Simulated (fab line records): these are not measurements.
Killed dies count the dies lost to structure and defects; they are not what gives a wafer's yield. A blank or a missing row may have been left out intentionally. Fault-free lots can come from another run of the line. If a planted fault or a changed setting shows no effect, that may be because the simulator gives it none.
A lot that was struck, set against a sound lot || flow gf180mcu || 15 steps out of a route of 602
Sound: wafers L518.1, L518.4, L518.5. Struck: wafer L526.6 (L526.2, L526.5, from the same lot, were not struck and are left out); the cause is given at the end.
For every step that has rows: the tool of each side, followed by ch and its chambers, followed by its first start. Under that, the readings that differ: sound wafers || struck wafers || difference of the means || sigmas: that difference in standard deviations of wafers without a fault.
alike: a reading whose means differ by less than 2 such deviations, as well as words and numbers matching on both sides. not compared: withheld readings; readings where some wafer has no value; bounds like >300 that might hide an equal value; numbers whose values overlap and for which the record gives no deviation.
Wherever a step has rows on one side only, a row that says differs or no value, or a row with sigmas, the two part there. Non-overlapping numbers with no deviation appear without sigmas and do not part them. Lack of a reading on every wafer of one side parts them only where that side has two or more wafers.

GF_V2_CMP_04: polishes SiO2.
  sound on cmp-01 ch 1,2,3, day 20 02:01; struck on cmp-02 ch 3, day 23 10:29
  alike: motor_current_A, time_to_endpoint_s
GF_V2_BOW_MEAS_05:
  sound: film_metro-04 at day 20 02:19; struck: film_metro-04 at day 23 10:40
  alike: V2_BOW
then, 8 steps without rows for these wafers: GF_V2_DEHYDRATE_06 (time 60 s); GF_V2_HMDS_07 (prime time 60 s); GF_V2_COAT_08; GF_V2_COAT_09 (resist thk 1000 nm); GF_V2_SOFTBAKE_10 (time 60 s); GF_V2_EXPOSE_11 (exposes mask Via2, target cd 260 nm); GF_V2_PEB_12 (peb time 90 s); GF_V2_DEVELOP_13 (develop time 60 s).
GF_V2_CD_MEAS_14 targets a cd of 260 nm.
  sound: cd_sem-01 at day 21 02:37; struck: cd_sem-02 at day 24 08:52
{"reading": "cd_nm (nm)", "sound": "257.1 257.1 256.5", "struck": 259.9, "difference": "+3.0", "sigmas": "+2"}
GF_V2_OVL_MEAS_15:
  sound: overlay-02 at day 21 02:44; struck: overlay-01 at day 24 08:58
  alike: V2_OVL
GF_V2_ETCH_16: etches BARC in N2/H2.
  sound on rie_diel-04 ch 0,1, day 21 02:47; struck on rie_diel-02 ch 2, day 24 09:00
{"reading": "rf_fwd_power_W (W)", "sound": "489.8 493.6 493.5", "struck": 578.0, "difference": "+85.7", "sigmas": "+41"}
  alike: drypump_motor_current_A, oes_product_au, throttle_valve_pct
GF_V2_ETCH_17: etches SiO2 in C4F8/O2/Ar, stops on TiN, target depth 630 nm.
  sound on rie_diel-04 ch 0,1; struck on rie_diel-02 ch 2
  alike: oes_product_au, rf_fwd_power_W
-- the record jumps here: 8 days lie between the struck wafers' starts before and after (it left off in module V2 and takes up again in module PASSIVATION, whose first step shown is number 602 of the route) --
GF_PASSIVATION_PROBE_99:
  the record has rows for the struck wafers here (prober-02, day 32 06:24) and none for the sound ones

== WHERE THEY PART ==
Last at GF_PASSIVATION_PROBE_99 as far as this record goes, first at GF_V2_CD_MEAS_14.

WHY: the cause the simulator had injected
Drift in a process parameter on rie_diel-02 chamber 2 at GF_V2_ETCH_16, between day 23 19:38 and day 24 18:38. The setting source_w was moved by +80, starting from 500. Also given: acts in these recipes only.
